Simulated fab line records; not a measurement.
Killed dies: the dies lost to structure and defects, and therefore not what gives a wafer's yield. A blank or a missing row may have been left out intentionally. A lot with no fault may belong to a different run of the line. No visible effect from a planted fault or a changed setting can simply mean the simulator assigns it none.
Struck lot and sound lot, side by side    flow sky130    15 out of 708 route steps
Sound: these wafers, L178.1, L178.2, L178.4. Struck: wafer L193.3 (L193.4, L193.6, from the same lot, were not struck and are left out); the cause is given at the end.
Order at every step that has rows: each side's tool, ch and its chambers, its first start. Under that, the readings that differ: sound wafers    struck wafers    difference of the means    sigmas: that difference in standard deviations of wafers without a fault.
alike: readings whose means differ by less than 2 such deviations, and words and numbers that are the same on both sides. not compared: withheld readings, readings that some wafer has no value for, bounds like >300 that may hide the same value, and numbers for which the record gives no deviation and whose values overlap.
Wherever a step has rows on one side only, a row that says differs or no value, or a row with sigmas, the two part there. Non-overlapping numbers with no deviation appear without sigmas and do not part them. A reading missing from all wafers of one side parts the sides only when that side holds two or more wafers.

SKY_SD_N_RS_MEAS_16: uses a four-point probe to measure.
  struck on film-metro-02, day 33 23:13; sound on film-metro-02, day 29 01:56
  alike: SD_N_RS
SKY_SD_N_RS_MEAS_17: uses a four-point probe to measure.
  struck on film-metro-02, day 33 23:20; sound on film-metro-02, day 29 02:04
  alike: SD_P_RS
SKY_SD_N_RS_MEAS_18: uses a four-point probe to measure.
  struck on film-metro-02, day 33 23:27; sound on film-metro-02, day 29 02:11
  alike: RES_XHIGH_RS
then, 2 steps without rows for these wafers: SKY_SALICIDE_CLEAN_00 (cleans in HF-last, time 30 s); SKY_LI_CONTACT_HDPCVD_00 (deposits PSG, target thk 930 nm, time 155 s).
SKY_LI_CONTACT_THK_MEAS_01:
  struck on film-metro-04, day 33 23:40; sound on film-metro-01, day 29 02:25
  alike: LI_CONTACT_HDPCVD_THK
SKY_LI_CONTACT_CMP_02: polishes PSG.
  sound on cmp-01 ch 0,1,2, day 29 02:32; struck on cmp-02 ch 3, day 33 23:43
  alike: motor-current-A, platen-rpm, slurry-flow-ml-min, time-to-endpoint-s
SKY_LI_CONTACT_BOW_MEAS_03:
  struck on film-metro-01, day 34 00:03; sound on film-metro-01, day 29 02:47
  alike: LI_CONTACT_BOW
then, 4 steps without rows for these wafers: SKY_LI_CONTACT_DEHYDRATE_04 (time 60 s); SKY_LI_CONTACT_HMDS_05 (prime time 60 s); SKY_LI_CONTACT_COAT_06 (resist thk 60 nm); SKY_LI_CONTACT_COAT_07 (resist thk 450 nm).
SKY_LI_CONTACT_SOFTBAKE_08: time 90 s.
  sound on litho-track-02 ch 0, day 29 15:00; struck on litho-track-01 ch 0, day 34 13:00
reading                   sound                 struck  difference  sigmas
heater-power-total-W (W)  57.32 57.42 57.29     58.36   +1.02       +9
run-length-s (s)          119.25 119.31 119.51  114.25  -5.11       -30
then, 1 step without rows for these wafers: SKY_LI_CONTACT_EXPOSE_09 (exposes mask LICM1, target cd 170 nm).
-- here the record skips 15 days between the struck wafers' starts before and after, leaving off in module LI_CONTACT and picking up in module PAD_OPEN (first step shown: number 708 of the route) --
SKY_PAD_OPEN_PROBE_99:
  struck on prober-01, day 50 00:07; sound on prober-02, day 46 11:01
reading             sound     struck  difference  sigmas
killed_at_M0_to_M3  35 39 37  52      +15         +2
  alike: killed_at_M4_up, killed-at-contacts, killed-at-front-end, killed-at-other, killed-dies, killed-open, killed-short

WHERE THEY PART
Last at SKY_PAD_OPEN_PROBE_99 as far as this record goes, first at SKY_LI_CONTACT_SOFTBAKE_08.

WHY: whatever the simulator had introduced
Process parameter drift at SKY_LI_CONTACT_SOFTBAKE_08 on litho-track-01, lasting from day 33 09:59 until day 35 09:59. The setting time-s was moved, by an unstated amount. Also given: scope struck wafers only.
